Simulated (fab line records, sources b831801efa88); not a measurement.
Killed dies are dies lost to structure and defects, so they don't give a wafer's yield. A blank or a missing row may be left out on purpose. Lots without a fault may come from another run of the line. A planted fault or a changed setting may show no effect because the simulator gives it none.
fab line records | flow sky130
record lots=5 wafers=15 last_day=50
route steps=708 shown METAL5@668 PASSIVATION@681 PAD_OPEN@694
lots that met no fault: from a run of the same line without faults
start_h: hours from the record's first day to the start of the lot's first wafer shown | wait_h: hours since the lot's step before | " the same as in the row above | L1.1+2: a row that stands for several wafers | - no value, or no start given | * or withheld: withheld | < > ~ a bound
route shown NAME@n: a module of which the file shows steps, and the number in the route of the first | usual: mean/standard deviation of fault-free wafers | same: alike in all rows | chamber/n: place in a boat | sites: the reading at each site | _std_site: their standard deviation | _edge_site: outer sites' mean less inner sites' | radius_mm: how far each site lies from the wafer's centre | mask NAME#n: copy n | behind: the tool/chamber that last shaped the wafer | hold: why the lot was held/for how many hours/how that ended | device: the transistor (n, p or np) that didn't switch | end of line: the same wafers' tests at the end of the route | a step without rows: its recipe alone | killed: dies lost to structure and defects at the first sort, not the wafer's yield | map: a wafer's dies, x killed, . not, _ none there
set.NAME: the setting as run; set.NAME@STEP: as run at that earlier step | model.NAME: the simulator's own value behind a step, which no gauge read
lots at some steps of the route; a table a step, a row a wafer
services: from which hour (start_h, from the record's first day; less than 0 if before it) a tool's chamber was out of use, for how many hours, and why
## steps
# step SKY_METAL5_DEHYDRATE_07
# recipe temp_c=200 time_s=60
# columns lot.wafer tool chamber start_h wait_h
L074.1+4+5 litho_track-04 0 1028.07 10.5
L075.2+4+5 litho_track-03 0 1035.15 10.3
L090.1+3+5 litho_track-02 0 1128.95 8.7
L091.2+4+6 litho_track-04 0 1135.49 9.0
L094.1+2+6 litho_track-04 0 1161.92 8.8
# step SKY_METAL5_HMDS_08
# recipe prime_time_s=60 prime_temp_c=120
# columns lot.wafer tool chamber start_h wait_h
L074.1+4+5 litho_track-04 0 1028.22 0.1
L075.2+4+5 litho_track-03 0 1035.30 0.1
L090.1+3+5 litho_track-02 0 1129.10 0.1
L091.2+4+6 litho_track-04 0 1135.64 0.1
L094.1+2+6 litho_track-04 0 1162.07 0.1
# step SKY_METAL5_COAT_09
# recipe resist=NOVOLAK spin_rpm=3000 resist_thk_nm=1800
# columns lot.wafer tool chamber start_h wait_h
L074.1+4+5 litho_track-04 0 1028.37 0.1
L075.2+4+5 litho_track-03 0 1035.45 0.1
L090.1+3+5 litho_track-02 0 1129.25 0.1
L091.2+4+6 litho_track-04 0 1135.79 0.1
L094.1+2+6 litho_track-04 0 1162.22 0.1
# step SKY_METAL5_SOFTBAKE_10
# recipe temp_c=90 time_s=60 resist=NOVOLAK
# columns lot.wafer tool chamber start_h wait_h
L074.1+4+5 litho_track-04 0 1028.52 0.1
L075.2+4+5 litho_track-03 0 1035.60 0.1
L090.1+3+5 litho_track-02 0 1129.40 0.1
L091.2+4+6 litho_track-04 0 1135.94 0.1
L094.1+2+6 litho_track-04 0 1162.37 0.1
# step SKY_METAL5_EXPOSE_11
# recipe mask_id=MM5 na=0.6 source_shape=conventional sigma_outer=0.6 polarization=unpolarized target_cd_nm=1600 dose_mj=190
# columns lot.wafer tool chamber start_h wait_h mask
L074.1+4+5 iline_stepper-01 0 - - MM5#0
L075.2+4+5 iline_stepper-02 0 - - MM5#0
L090.1+3+5 iline_stepper-01 0 - - MM5#0
L091.2+4+6 iline_stepper-02 0 - - MM5#0
L094.1+2+6 iline_stepper-01 0 - - MM5#0
# step SKY_METAL5_PEB_12
# recipe temp_c=withheld time_s=* resist=NOVOLAK
# columns lot.wafer tool chamber start_h wait_h
L074.1+4+5 litho_track-03 0 - -
L075.2+4+5 litho_track-03 0 - -
L090.1+3+5 litho_track-02 0 - -
L091.2+4+6 litho_track-02 0 - -
L094.1+2+6 litho_track-04 0 - -
# step SKY_METAL5_DEVELOP_13
# recipe resist=NOVOLAK developer=TMAH develop_time_s=60 dev_temp_c=23
# usual developer_temp_C=22.97/0.11
# columns lot.wafer tool chamber start_h wait_h developer_temp_C
L074.1 litho_track-03 0 1038.72 0.1 22.93
L074.4 " 0 " " 23.03
L074.5 " 0 " " 23.05
L075.2 litho_track-03 0 1046.80 0.1 22.95
L075.4 " 0 " " 22.94
L075.5 " 0 " " 22.86
L090.1 litho_track-02 0 1139.45 0.1 23.00
L090.3 " 0 " " 22.98
L090.5 " 0 " " 22.96
L091.2 litho_track-02 0 1145.38 0.1 22.68
L091.4 " 0 " " 22.71
L091.6 " 0 " " 22.70
L094.1 litho_track-04 0 1170.72 0.1 23.10
L094.2 " 0 " " 23.00
L094.6 " 0 " " 22.85
# step SKY_METAL5_DESCUM_14
# recipe chemistry=O2 source_power_w=150 bias_power_w=0 pressure_mtorr=10 temp_c=40 time_s=11
# usual drypump_motor_current_A=6.1/0.33 oes_product_au=0.992/0.015
# columns lot.wafer tool chamber start_h wait_h drypump_motor_current_A oes_product_au rf_hours_counter_h
L074.1 rie_metal-01 1 1038.87 0.1 6.4 1.012 12
L074.4 " 1 " " 6.4 1.015 -
L074.5 " 0 " " 6.1 0.976 -
L075.2 rie_metal-03 0 1046.92 0.1 6.0 0.967 10
L075.4 " 0 " " 6.0 0.971 -
L075.5 " 1 " " 5.7 0.983 -
L090.1 rie_metal-04 1 1139.60 0.1 6.5 0.991 13
L090.3 " 0 " " 5.6 0.986 -
L090.5 " 0 " " 5.6 0.994 -
L091.2 rie_metal-04 0 1145.50 0.1 5.6 0.992 19
L091.4 " 0 " " 5.6 0.997 -
L091.6 " 1 " " 6.5 1.003 -
L094.1 rie_metal-04 0 1170.87 0.1 5.6 0.991 21
L094.2 " 1 " " 6.5 1.003 16
L094.6 " 0 " " 5.6 0.984 -
# step SKY_METAL5_METAL_ETCH_15
# recipe target_depth_a=12600 stop_on=SiO2 over_etch_frac=0.2 time_s=252 chemistry=Cl2/BCl3 resist_sidewall_deg=86 pressure_mtorr=10 icp_w=900 bias_w=48.5 Cl2_flow_sccm=60 bcl3_flow_sccm=30
# usual bcl3_flow_sccm=30.00/0.084 drypump_motor_current_A=6.1/0.33 oes_product_au=0.893/0.0055 throttle_valve_pct=22.263/0.0087
# columns lot.wafer tool chamber start_h wait_h bcl3_flow_sccm drypump_motor_current_A oes_product_au rf_hours_counter_h throttle_valve_pct
L074.1 rie_metal-01 1 1038.92 0.0 30.05 6.4 0.888 12 22.268
L074.4 " 1 " " 29.96 6.4 0.896 - 22.271
L074.5 " 0 " " 29.93 6.2 0.896 - 22.261
L075.2 rie_metal-03 0 1046.96 0.0 30.03 6.0 0.885 10 22.256
L075.4 " 0 " " 30.03 6.0 0.895 - 22.279
L075.5 " 1 " " 29.97 5.7 0.883 - 22.267
L090.1 rie_metal-04 1 1139.64 0.0 30.13 6.5 0.883 13 22.260
L090.3 " 0 " " 30.04 5.6 0.883 - 22.241
L090.5 " 0 " " 30.24 5.6 0.904 - 22.259
L091.2 rie_metal-04 0 1145.54 0.0 29.90 5.6 0.891 19 22.272
L091.4 " 0 " " 29.98 5.6 0.887 - 22.252
L091.6 " 1 " " 29.98 6.5 0.905 - 22.264
L094.1 rie_metal-04 0 1170.90 0.0 30.05 5.6 0.889 21 22.257
L094.2 " 1 " " 30.01 6.6 0.902 16 22.270
L094.6 " 0 " " 29.99 5.6 0.893 - 22.259
# step SKY_METAL5_STRIP_16
# recipe chemistry=O2/N2 power_w=1400 pressure_mtorr=1500 platen_temp_c=withheld o2_flow_sccm=3000 n2_flow_sccm=300 overash_fraction=0.5
# usual drypump_motor_current_A=5.7/0.39 oes_product_au=0.710/0.0049 strip_time_to_endpoint_s=13.15/0.2
# same overash_fraction=0.5
# columns lot.wafer tool chamber start_h wait_h drypump_motor_current_A oes_product_au rf_hours_counter_h strip_time_to_endpoint_s
L074.1 plasma_asher-03 1 1039.23 0.2 5.8 0.718 61 12.98
L074.4 " 1 " " 5.8 0.720 - 13.04
L074.5 " 1 " " 5.8 0.710 - 13.56
L075.2 plasma_asher-03 1 1047.19 0.2 5.8 0.712 61 13.38
L075.4 " 0 " " 6.0 0.710 - 13.31
L075.5 " 1 " " 5.8 0.707 - 13.25
L090.1 plasma_asher-02 1 1139.87 0.2 6.2 0.710 39 12.99
L090.3 " 1 " " 6.2 0.710 - 13.15
L090.5 " 1 " " 6.2 0.701 - 13.16
L091.2 plasma_asher-02 1 1145.77 0.2 6.2 0.712 39 13.18
L091.4 " 0 " " 5.1 0.705 - 13.08
L091.6 " 1 " " 6.2 0.712 - 13.12
L094.1 plasma_asher-02 1 1171.14 0.2 6.1 0.704 42 13.16
L094.2 " 0 " " 5.1 0.709 42 13.08
L094.6 " 0 " " 5.1 0.710 - 13.21
# step SKY_METAL5_STRIP_17
# recipe chemistry=post_etch_residue_remover time_s=1200 temp_c=72.5
# columns lot.wafer tool chamber start_h wait_h
L074.1+4+5 wet_bench-01 0 1039.33 0.1
L075.2+4+5 wet_bench-03 1 1047.29 0.1
L090.1+3+5 wet_bench-04 0 1139.97 0.1
L091.2+4+6 wet_bench-04 0 1145.87 0.1
L094.1+2+6 wet_bench-01 0 1171.24 0.1
# step SKY_METAL5_CLEAN_18
# recipe chemistry=IPA time_s=180 temp_c=25
# columns lot.wafer tool chamber start_h wait_h
L074.1+4+5 wet_bench-04 0 1039.67 0.0
L075.2+4+5 wet_bench-04 1 1047.63 0.0
L090.1+3+5 wet_bench-01 1 1140.31 0.0
L091.2+4+6 wet_bench-03 0 1146.21 0.0
L094.1+2+6 wet_bench-04 2 1171.58 0.0
# step SKY_METAL5_CLEAN_19
# recipe chemistry=O3/DIW dry=n2_spin
# columns lot.wafer tool chamber start_h wait_h
L074.1+4+5 wet_bench-03 1 1039.73 0.0
L075.2+4+5 wet_bench-03 1 1047.69 0.0
L090.1+3+5 wet_bench-03 1 1140.37 0.0
L091.2+4+6 wet_bench-01 2 1146.27 0.0
L094.1+2+6 wet_bench-03 0 1171.64 0.0
# step SKY_PASSIVATION_CVD_00
# recipe material=SiO2 target_thk_nm=90 temp_c=400 time_s=withheld rf_w=600
# usual heater_power_w=675/99 susceptor_temp_C=400.00/0.22
# columns lot.wafer tool chamber start_h wait_h heater_power_w susceptor_temp_C
L074.1 pecvd-01 2 1039.82 0.0 685 399.46
L074.4 " 1 " " 561 400.23
L074.5 " 2 " " 695 400.06
L075.2 pecvd-01 0 1047.78 0.0 535 400.09
L075.4 " 2 " " 767 399.74
L075.5 " 1 " " 567 400.18
L090.1 pecvd-01 0 1140.46 0.0 616 399.64
L090.3 " 1 " " 534 399.83
L090.5 " 0 " " 608 400.07
L091.2 pecvd-02 2 1146.36 0.0 747 400.05
L091.4 " 2 " " 607 399.98
L091.6 " 0 " " 696 400.14
L094.1 pecvd-02 1 1171.73 0.0 579 400.12
L094.2 " 2 " " 742 399.96
L094.6 " 0 " " 699 399.85
# step SKY_PASSIVATION_THK_MEAS_01
# recipe reads=SiO2_of_PASSIVATION_CVD_00
# usual PASSIVATION_CVD_00_THK=89.9/1.3
# columns lot.wafer tool chamber start_h wait_h PASSIVATION_CVD_00_THK[nm]
L074.1 film_metro-04 - 1039.85 - 90.3
L074.4 " - " " 89.9
L074.5 " - " " 90.9
L075.2 film_metro-03 - 1047.82 - 89.3
L075.4 " - " " 90.5
L075.5 " - " " 89.8
L090.1 film_metro-03 - 1140.49 - 88.9
L090.3 " - " " 89.0
L090.5 " - " " 90.9
L091.2 film_metro-03 - 1146.40 - 90.5
L091.4 " - " " 91.8
L091.6 " - " " 92.4
L094.1 film_metro-04 - 1171.75 - 88.4
L094.2 " - " " 89.4
L094.6 " - " " 90.0
# step SKY_PASSIVATION_CVD_02
# recipe material=Si3N4 target_thk_nm=540 temp_c=400 time_s=withheld rf_w=450
# usual heater_power_w=734/90 susceptor_temp_C=399.99/0.21
# columns lot.wafer tool chamber start_h wait_h heater_power_w susceptor_temp_C
L074.1 pecvd-04 0 1039.91 0.1 877 399.56
L074.4 " 2 " " 742 399.96
L074.5 " 0 " " 887 399.89
L075.2 pecvd-04 0 1047.87 0.0 845 399.84
L075.4 " 0 " " 882 399.97
L075.5 " 1 " " 660 400.03
L090.1 pecvd-04 1 1140.55 0.1 721 400.00
L090.3 " 0 " " 739 399.99
L090.5 " 1 " " 746 399.82
L091.2 pecvd-01 0 1146.45 0.0 674 400.11
L091.4 " 0 " " 674 399.99
L091.6 " 1 " " 621 399.91
L094.1 pecvd-04 1 1171.81 0.1 746 400.25
L094.2 " 0 " " 886 400.17
L094.6 " 2 " " 770 399.77
# step SKY_PASSIVATION_THK_MEAS_03
# recipe reads=Si3N4_of_PASSIVATION_CVD_02
# usual PASSIVATION_CVD_02_THK=543/7.9
# columns lot.wafer tool chamber start_h wait_h PASSIVATION_CVD_02_THK[nm]
L074.1 film_metro-02 - 1040.13 - 540
L074.4 " - " " 555
L074.5 " - " " 555
L075.2 film_metro-02 - 1048.10 - 549
L075.4 " - " " 555
L075.5 " - " " 547
L090.1 film_metro-02 - 1140.77 - 526
L090.3 " - " " 530
L090.5 " - " " 547
L091.2 film_metro-04 - 1146.68 - 532
L091.4 " - " " 539
L091.6 " - " " 544
L094.1 film_metro-02 - 1172.04 - 535
L094.2 " - " " 542
L094.6 " - " " 556
# step SKY_PASSIVATION_DEHYDRATE_04
# recipe temp_c=200 time_s=60
# columns lot.wafer tool chamber start_h wait_h
L074.1+4+5 litho_track-02 0 1051.40 11.3
L075.2+4+5 litho_track-01 0 1058.22 10.1
L090.1+3+5 litho_track-04 0 1149.82 9.0
L091.2+4+6 litho_track-02 0 1154.93 8.2
L094.1+2+6 litho_track-01 0 1180.09 8.0
# step SKY_PASSIVATION_HMDS_05
# recipe prime_time_s=60 prime_temp_c=120
# columns lot.wafer tool chamber start_h wait_h
L074.1+4+5 litho_track-02 0 1051.55 0.1
L075.2+4+5 litho_track-01 0 1058.37 0.1
L090.1+3+5 litho_track-04 0 1149.97 0.1
L091.2+4+6 litho_track-02 0 1155.08 0.1
L094.1+2+6 litho_track-01 0 1180.24 0.1
# step SKY_PASSIVATION_COAT_06
# recipe spin_rpm=2000 resist_thk_nm=3000
# columns lot.wafer tool chamber start_h wait_h
L074.1+4+5 litho_track-02 0 1051.70 0.1
L075.2+4+5 litho_track-01 0 1058.52 0.1
L090.1+3+5 litho_track-04 0 1150.12 0.1
L091.2+4+6 litho_track-02 0 1155.23 0.1
L094.1+2+6 litho_track-01 0 1180.39 0.1
# step SKY_PASSIVATION_SOFTBAKE_07
# recipe temp_c=110 time_s=withheld
# columns lot.wafer tool chamber start_h wait_h
L074.1+4+5 litho_track-02 0 1051.85 0.1
L075.2+4+5 litho_track-01 0 1058.68 0.1
L090.1+3+5 litho_track-04 0 1150.27 0.1
L091.2+4+6 litho_track-02 0 1155.39 0.1
L094.1+2+6 litho_track-01 0 1180.54 0.1
# step SKY_PASSIVATION_EXPOSE_08
# recipe mask_id=NSM target_cd_nm=3000 na=0.57 dose_mj=260
# columns lot.wafer tool chamber start_h wait_h mask
L074.1+4+5 iline_stepper-01 0 - - NSM#0
L075.2+4+5 iline_stepper-02 0 - - NSM#0
L090.1+3+5 iline_stepper-02 0 - - NSM#0
L091.2+4+6 iline_stepper-01 0 - - NSM#0
L094.1+2+6 iline_stepper-01 0 - - NSM#0
# step SKY_PASSIVATION_PEB_09
# recipe temp_c=115 time_s=withheld
# columns lot.wafer tool chamber start_h wait_h
L074.1+4+5 litho_track-01 0 - -
L075.2+4+5 litho_track-01 0 - -
L090.1+3+5 litho_track-02 0 - -
L091.2+4+6 litho_track-01 0 - -
L094.1+2+6 litho_track-01 0 - -
# step SKY_PASSIVATION_DEVELOP_10
# recipe develop_time_s=60 dev_temp_c=23
# usual developer_temp_C=23.01/0.1
# columns lot.wafer tool chamber start_h wait_h developer_temp_C
L074.1 litho_track-01 0 - - 23.05
L074.4 " 0 " " 23.00
L074.5 " 0 " " 22.88
L075.2 litho_track-01 0 - - 23.13
L075.4 " 0 " " 23.17
L075.5 " 0 " " 23.07
L090.1 litho_track-02 0 - - 23.02
L090.3 " 0 " " 23.07
L090.5 " 0 " " 22.95
L091.2 litho_track-01 0 - - 23.19
L091.4 " 0 " " 23.11
L091.6 " 0 " " 23.19
L094.1 litho_track-01 0 - - 22.85
L094.2 " 0 " " 22.96
L094.6 " 0 " " 22.98
# step SKY_PASSIVATION_ETCH_11
# recipe chemistry=CF4/O2 target_depth_nm=725 stop_on=AlCu source_w=800 bias_w=150 pressure_mtorr=150 cf4_flow_sccm=80 O2_flow_sccm=10 time_s=161.1
# usual O2_flow_sccm=10.00/0.03 drypump_motor_current_A=5.6/0.42 oes_product_au=0.978/0.0079 throttle_valve_pct=5.965/0.0093
# columns lot.wafer tool chamber start_h wait_h O2_flow_sccm drypump_motor_current_A oes_product_au rf_hours_counter_h throttle_valve_pct
L074.1 rie_diel-04 2 1062.24 - 9.99 5.6 0.979 19 5.968
L074.4 " 3 " " 10.00 5.6 0.978 14 5.964
L074.5 " 1 " " 10.06 6.1 0.997 - 5.976
L075.2 rie_diel-02 0 1069.49 - 9.95 5.1 0.979 10 5.971
L075.4 " 1 " " 9.93 6.1 0.978 23 5.962
L075.5 " 3 " " 9.98 5.3 0.975 - 5.961
L090.1 rie_diel-01 3 1160.20 - 10.01 5.1 0.967 15 5.974
L090.3 " 1 " " 10.06 6.2 0.972 24 5.959
L090.5 " 1 " " 10.05 6.2 0.985 - 5.958
L091.2 rie_diel-02 3 1164.84 - 10.02 5.3 0.975 10 5.975
L091.4 " 2 " " 9.97 5.1 0.981 16 5.947
L091.6 " 0 " " 10.00 5.1 0.979 - 5.966
L094.1 rie_diel-01 2 1188.69 - 9.96 5.8 0.975 24 5.971
L094.2 " 1 " " 10.03 6.2 0.976 25 5.961
L094.6 " 1 " " 10.00 6.2 0.990 - 5.962
# step SKY_PASSIVATION_STRIP_12
# recipe chemistry=O2/N2 power_w=1400 pressure_mtorr=1500 platen_temp_c=withheld overash_fraction=0.7 o2_flow_sccm=3000 n2_flow_sccm=300
# usual drypump_motor_current_A=5.6/0.52 oes_product_au=0.661/0.0045 strip_time_to_endpoint_s=31.55/0.17
# same overash_fraction=0.7
# columns lot.wafer tool chamber start_h wait_h drypump_motor_current_A oes_product_au rf_hours_counter_h strip_time_to_endpoint_s
L074.1 plasma_asher-02 0 1062.35 0.1 5.1 0.661 31 31.40
L074.4 " 1 " " 6.1 0.656 - 31.56
L074.5 " 1 " " 6.1 0.659 - 31.34
L075.2 plasma_asher-01 1 1069.60 0.1 5.4 0.650 92 31.56
L075.4 " 0 " " 6.0 0.656 - 31.76
L075.5 " 0 " " 6.0 0.653 - 31.79
L090.1 plasma_asher-02 1 1160.31 0.1 6.2 0.657 41 31.65
L090.3 " 0 " " 5.1 0.660 - 31.49
L090.5 " 1 " " 6.2 0.657 - 31.39
L091.2 plasma_asher-01 1 1164.95 0.1 5.5 0.657 102 31.66
L091.4 " 0 " " 5.9 0.662 - 31.35
L091.6 " 0 " " 5.9 0.663 - 31.75
L094.1 plasma_asher-02 1 1188.80 0.1 6.1 0.664 44 31.41
L094.2 " 0 " " 5.1 0.667 44 31.36
L094.6 " 1 " " 6.2 0.663 - 31.37
# step SKY_PAD_OPEN_DEHYDRATE_00
# recipe temp_c=200 time_s=60
# columns lot.wafer tool chamber start_h wait_h
L074.1+4+5 litho_track-03 0 1072.77 10.4
L075.2+4+5 litho_track-03 0 1079.65 10.0
L090.1+3+5 litho_track-04 0 1168.77 8.4
L091.2+4+6 litho_track-01 0 1172.87 7.9
L094.1+2+6 litho_track-01 0 1196.54 7.7
# step SKY_PAD_OPEN_HMDS_01
# recipe prime_time_s=60 prime_temp_c=120
# columns lot.wafer tool chamber start_h wait_h
L074.1+4+5 litho_track-03 0 1072.92 0.1
L075.2+4+5 litho_track-03 0 1079.80 0.1
L090.1+3+5 litho_track-04 0 1168.92 0.1
L091.2+4+6 litho_track-01 0 1173.02 0.1
L094.1+2+6 litho_track-01 0 1196.69 0.1
# step SKY_PAD_OPEN_COAT_02
# recipe spin_rpm=2000 resist_thk_nm=3000
# columns lot.wafer tool chamber start_h wait_h
L074.1+4+5 litho_track-03 0 1073.07 0.1
L075.2+4+5 litho_track-03 0 1079.95 0.1
L090.1+3+5 litho_track-04 0 1169.07 0.1
L091.2+4+6 litho_track-01 0 1173.17 0.1
L094.1+2+6 litho_track-01 0 1196.84 0.1
# step SKY_PAD_OPEN_SOFTBAKE_03
# recipe temp_c=110 time_s=withheld
# columns lot.wafer tool chamber start_h wait_h
L074.1+4+5 litho_track-03 0 1073.22 0.1
L075.2+4+5 litho_track-03 0 1080.11 0.1
L090.1+3+5 litho_track-04 0 1169.22 0.1
L091.2+4+6 litho_track-01 0 1173.33 0.1
L094.1+2+6 litho_track-01 0 1196.99 0.1
## services
# columns tool chamber start_h hours kind
rie_diel-01 - 1049.59 15.6 pm
iline_stepper-01 - 1054.43 4.5 repair
pecvd-01 - 1061.92 19.7 repair
rie_metal-01 - 1064.44 0.4 repair
pecvd-04 2 1071.45 21.6 repair
wet_bench-03 - 1076.47 5.4 repair
plasma_asher-01 - 1077.46 1.1 repair
pecvd-04 - 1078.19 1.0 repair
plasma_asher-03 - 1087.81 0.7 repair
pecvd-04 - 1090.93 2.8 pm
iline_stepper-02 - 1098.10 1.7 pm
rie_metal-04 - 1099.95 1.4 pm
wet_bench-03 - 1101.11 1.0 repair
pecvd-02 - 1105.13 6.0 pm
rie_diel-01 3 1113.91 2.4 repair
iline_stepper-02 - 1114.56 3.1 repair
wet_bench-04 - 1118.33 1.2 repair
rie_diel-01 3 1120.89 7.2 repair
plasma_asher-03 - 1126.52 24.6 repair
iline_stepper-02 - 1157.30 4.4 pm
rie_diel-01 0 1157.46 5.1 repair
rie_metal-01 1 1164.80 3.8 repair
iline_stepper-01 - 1167.78 1.7 pm
pecvd-02 - 1172.88 1.5 repair
## key
fault none
